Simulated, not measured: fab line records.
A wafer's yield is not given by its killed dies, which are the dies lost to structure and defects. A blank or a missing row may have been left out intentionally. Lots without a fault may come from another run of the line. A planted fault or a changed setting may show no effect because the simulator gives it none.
Which of the tools did it? -- flow gf180mcu -- 45 wafers from 15 lots sampled at 4 of the route's 602 steps

== WHAT THE GAUGES SHOWED, per wafer ==
GF_LVPWELL_TW_MEAS_11. Usual: LVPWELL_TW typically reads 561, with standard deviation 6.1.
lot,measured,on,LVPWELL_TW,flag
L181,day 4 03:29,filmMetro-04,571 566 566,
L183,day 4 15:42,filmMetro-04,568 565 567,
L184,day 4 18:50,filmMetro-01,568 564 568,
L185,day 5 00:47,filmMetro-01,560 564 561,
L187,day 5 12:48,filmMetro-01,563 562 564,
L189,day 5 23:48,filmMetro-04,570 574 572,
L191,day 6 09:29,filmMetro-04,570 567 568,
L192,day 6 16:33,filmMetro-02,556 558 556,
L193,day 6 23:05,filmMetro-04,566 568 570,
L194,day 7 04:23,filmMetro-01,30 30 30,OFF
L195,day 7 08:53,filmMetro-04,30 30 30,OFF
L196,day 7 14:41,filmMetro-01,30 30 30,OFF
L198,day 8 03:20,filmMetro-02,555 556 557,
L202,day 9 02:02,filmMetro-02,551 548 551,
L203,day 9 07:20,filmMetro-02,551 547 553,

GF_MVPSD_TW_MEAS_11. Usual: MVPSD_TW typically reads 556, with standard deviation 4.7.
lot,measured,on,MVPSD_TW,flag
L181,day 5 07:17,filmMetro-04,564 562 561,
L183,day 5 20:54,filmMetro-02,550 549 554,
L184,day 6 00:53,filmMetro-01,559 558 558,
L185,day 6 06:28,filmMetro-04,559 557 558,
L187,day 6 19:21,filmMetro-01,554 555 557,
L189,day 7 06:12,filmMetro-02,548 547 544,
L191,day 7 18:00,filmMetro-01,555 557 557,
L192,day 8 00:51,filmMetro-01,556 555 554,
L193,day 8 07:02,filmMetro-01,553 555 555,
L194,day 8 12:57,filmMetro-01,554 556 557,
L195,day 8 17:56,filmMetro-04,559 561 558,
L196,day 9 00:02,filmMetro-01,558 556 559,
L198,day 9 13:37,filmMetro-04,555 557 556,
L202,day 10 13:17,filmMetro-02,545 547 548,
L203,day 10 18:35,filmMetro-02,545 550 548,

== TOOL THAT RAN EACH LOT (tool first, then ch and the chambers of the sampled wafers, then the start) ==
lot,GF_NWELL_STRIP_10,GF_LVPWELL_STRIP_10
L181,"plasmaAsher-03 ch 0,1, day 3 13:59","plasmaAsher-03 ch 0,1, day 4 03:23"
L183,"plasmaAsher-03 ch 0,1, day 4 01:50","plasmaAsher-01 ch 0,1, day 4 15:35"
L184,"plasmaAsher-02 ch 0,1, day 4 04:20","plasmaAsher-02 ch 1, day 4 18:44"
L185,"plasmaAsher-02 ch 0,1, day 4 10:47","plasmaAsher-01 ch 0,1, day 5 00:41"
L187,"plasmaAsher-03 ch 0,1, day 4 21:44","plasmaAsher-02 ch 0,1, day 5 12:41"
L189,"plasmaAsher-02 ch 0,1, day 5 09:14","plasmaAsher-02 ch 0,1, day 5 23:41"
L191,"plasmaAsher-04 ch 0,1, day 5 19:00","plasmaAsher-02 ch 0,1, day 6 09:23"
L192,"plasmaAsher-03 ch 0,1, day 6 01:57","plasmaAsher-01 ch 0, day 6 16:26"
L193,"plasmaAsher-02 ch 0,1, day 6 07:18","plasmaAsher-01 ch 0,1, day 6 22:59"
L194,"plasmaAsher-02 ch 0,1, day 6 12:26","plasmaAsher-01 ch 1, day 7 04:17"
L195,"plasmaAsher-02 ch 0,1, day 6 17:23","plasmaAsher-03 ch 0,1, day 7 08:47"
L196,"plasmaAsher-02 ch 0,1, day 6 22:50","plasmaAsher-02 ch 0,1, day 7 14:35"
L198,"plasmaAsher-03 ch 0,1, day 7 10:50","plasmaAsher-03 ch 0,1, day 8 03:14"
L202,"plasmaAsher-03 ch 0,1, day 8 08:26","plasmaAsher-01 ch 0,1, day 9 01:56"
L203,"plasmaAsher-04 ch 0,1, day 8 14:29","plasmaAsher-01 ch 0,1, day 9 07:14"
- GF_NWELL_STRIP_10: strips in O2/N2.
- GF_LVPWELL_STRIP_10: strips in O2/N2.

== AS READ BY THE TOOLS THEMSELVES (means over the sampled wafers that have a number; for cases with no such wafer, the mark the record gives instead) ==
GF_NWELL_STRIP_10. Usual: chamberPressureMTorr 1500.1 mTorr, standard deviation 1.3; drypumpMotorCurrentA 5.6 A, standard deviation 0.43; heaterPowerW 322 W, standard deviation 20; oesProductAu 0.722 a.u., standard deviation 0.0046; stripTimeToEndpointS 37.40 s, standard deviation 0.12.
lot,tool,chamberPressureMTorr (mTorr),drypumpMotorCurrentA (A),heaterPowerW (W),oesProductAu (a.u.),stripTimeToEndpointS (s),flag
L181,plasmaAsher-03,1499.6,5.6,299,0.721,37.31,
L183,plasmaAsher-03,1500.9,5.7,298,0.724,37.40,
L184,plasmaAsher-02,1500.9,5.2,330,0.724,37.49,
L185,plasmaAsher-02,1499.9,5.2,333,0.721,37.31,
L187,plasmaAsher-03,1499.8,5.7,305,0.725,37.52,
L189,plasmaAsher-02,1500.6,5.2,334,0.721,37.42,
L191,plasmaAsher-04,1500.3,5.6,333,0.724,37.31,
L192,plasmaAsher-03,1499.0,5.6,289,0.719,37.38,
L193,plasmaAsher-02,1499.5,5.6,339,0.724,37.63,
L194,plasmaAsher-02,-,-,-,-,-,OFF
L195,plasmaAsher-02,-,-,-,-,-,OFF
L196,plasmaAsher-02,-,-,-,-,-,OFF
L198,plasmaAsher-03,1500.1,5.6,294,0.720,37.54,
L202,plasmaAsher-03,1500.2,5.6,293,0.723,37.38,
L203,plasmaAsher-04,1500.0,5.9,341,0.726,37.39,

GF_LVPWELL_STRIP_10. Usual: chamberPressureMTorr 1499.9 mTorr, standard deviation 1.4; drypumpMotorCurrentA 5.5 A, standard deviation 0.38; heaterPowerW 322 W, standard deviation 18; oesProductAu 0.723 a.u., standard deviation 0.0047; stripTimeToEndpointS 37.01 s, standard deviation 0.099.
lot,tool,chamberPressureMTorr (mTorr),drypumpMotorCurrentA (A),heaterPowerW (W),oesProductAu (a.u.),stripTimeToEndpointS (s),flag
L181,plasmaAsher-03,1499.5,5.6,300,0.725,36.90,
L183,plasmaAsher-01,1500.0,5.5,329,0.726,36.91,
L184,plasmaAsher-02,1499.6,4.8,319,0.725,37.09,
L185,plasmaAsher-01,1500.1,5.5,326,0.724,36.98,
L187,plasmaAsher-02,1499.6,5.6,338,0.723,36.99,
L189,plasmaAsher-02,1500.1,5.2,331,0.720,37.10,
L191,plasmaAsher-02,1501.4,5.6,337,0.725,36.97,
L192,plasmaAsher-01,1500.2,5.4,331,0.723,37.23,
L193,plasmaAsher-01,1499.8,5.5,320,0.720,37.04,
L194,plasmaAsher-01,1499.5,5.5,322,0.741,81.95,OFF
L195,plasmaAsher-03,1499.5,5.6,295,0.741,81.62,OFF
L196,plasmaAsher-02,1500.0,5.6,337,0.743,81.86,OFF
L198,plasmaAsher-03,1499.6,5.7,309,0.719,37.08,
L202,plasmaAsher-01,1499.1,5.5,324,0.722,37.03,
L203,plasmaAsher-01,1499.0,5.5,317,0.723,37.02,

== THE ANSWER, worked out from the rows above alone ==
Rule: lot off if the mean of its wafers having a number is beyond 3 standard deviations from the usual mean. A lot without any number at a reading at which 4 lots or more have one is off too. The other lots that the step has rows for count as sound. First the gauges in route order, then the tools' own readings, where a lot's mean is used as printed above. The first step at which some lot is off is used, and at that step the reading that is off furthest; a lot without a number counts as furthest.
Off: at GF_LVPWELL_TW_MEAS_11 (LVPWELL_TW), L194, L195, L196.
If a tool, at a process step before that reading, ran all the lots that are off and no sound lot after the first of them, it fits. Not tried: the gauges at GF_LVPWELL_TW_MEAS_11; whatever is off there is also off at GF_NWELL_STRIP_10, on other tools, and gauge error can't account for it. One fits: GF_NWELL_STRIP_10 on plasmaAsher-02. Its last sound lot is L193 (day 6 07:18), its first lot that is off L194 (day 6 12:26): a fault that began between those two fits.
Blank at GF_NWELL_STRIP_10 on the lots that are off, where sound lots have numbers: chamberPressureMTorr, drypumpMotorCurrentA, heaterPowerW, oesProductAu, stripTimeToEndpointS.

== WHAT THE SIMULATOR HAD INSERTED ==
Skipped step whole: plasmaAsher-02, from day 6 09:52 on, at GF_NWELL_STRIP_10. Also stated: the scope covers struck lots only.
Lots struck among those shown: L194, L195, L196. This agrees with what the rule above found.
